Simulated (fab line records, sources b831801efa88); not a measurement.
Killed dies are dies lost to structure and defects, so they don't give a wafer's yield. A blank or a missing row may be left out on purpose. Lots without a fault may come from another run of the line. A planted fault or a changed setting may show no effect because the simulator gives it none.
One fault seen from 2 desks | flow sfq_line | each desk has only its own numbers; what lay behind them comes last

THE METROLOGY DESK
What the gauges read, lot by lot, whatever tool the lot ran on: means of the sampled wafers that have a number. A lot is out of limits, marked OUT, if its mean lies more than 4 standard deviations from the usual mean; the brackets give that distance.
Columns: A = I3_OVL at SFQ_I3_OVL_MEAS_923, usual 1 nm
lot  | first seen here | A
L687 | day 34 07:14    | -1
L688 | day 34 19:22    | -1
L689 | day 34 23:57    | -2
L695 | day 39 09:26    | -2
L697 | day 40 03:26    | -1
L700 | day 48 04:55    | 1
L701 | day 48 08:31    | 0
L702 | day 48 10:55    | 7
L703 | day 48 12:08    | -1
L704 | day 48 14:31    | -4
L705 | day 48 17:55    | -9
L707 | day 48 22:43    | 1
L708 | day 49 04:49    | 2
L709 | day 49 08:26    | -5
This desk's finding: nothing out of limits on any of the 14 lots.

THE TOOL OWNER'S DESK: pecvd-03
The tool's own readings at SFQ_TRILAYER_I3_DEP_PECVD_081 (deposits SiO2 from SiH4/N2O, time 111.11 s, target thk 500 nm): means of the sampled wafers that have a number, for each lot that ran on this tool. A lot is out of limits, marked OUT, if its mean lies more than 4 standard deviations from the usual mean; the brackets give that distance.
Columns: A = heater_power_w at SFQ_TRILAYER_I3_DEP_PECVD_081, usual 81 W; B = rf_fwd_power_W at SFQ_TRILAYER_I3_DEP_PECVD_081, usual 182.3 W; C = throttle_valve_pct at SFQ_TRILAYER_I3_DEP_PECVD_081, usual 25.0 %
lot  | first seen here | A  | B               | C
L687 | day 27 14:19    | 84 | 182.0           | 25.8
L688 | day 27 19:07    | 86 | 182.2           | 25.8
L695 | day 39 00:54    | 85 | 192.1 (+16) OUT | 26.1
L697 | day 39 08:00    | 81 | 201.3 (+31) OUT | 26.3
L701 | day 47 04:44    | 86 | 182.5           | 26.3
L703 | day 47 16:45    | 87 | 182.2           | 25.8
L707 | day 48 02:19    | 79 | 182.5           | 26.0
L709 | day 48 04:43    | 82 | 182.1           | 25.2
This desk's finding: out of limits on L695, L697; first on L695, day 39 00:54 (rf_fwd_power_W at SFQ_TRILAYER_I3_DEP_PECVD_081). In limits: L687, L688, L701, L703, L707, L709.

PUT TOGETHER
The tool owner's desk could have raised an alarm at day 39 00:54, on L695, L697.
The metrology desk saw nothing out of limits.
The metrology desk has L695, L697 on record, within its limits.
Of the lots named, all ran SFQ_TRILAYER_I3_DEP_PECVD_081 on pecvd-03.

WHAT THE SIMULATOR HAD PUT IN
Process parameter drift: pecvd-03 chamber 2, from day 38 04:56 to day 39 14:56, at SFQ_TRILAYER_I3_DEP_PECVD_081. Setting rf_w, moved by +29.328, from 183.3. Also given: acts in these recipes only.
Lots struck among those shown: L695, L697.
Hours from the fault's start to each desk's first reading out of limits: the tool owner's desk, 20.
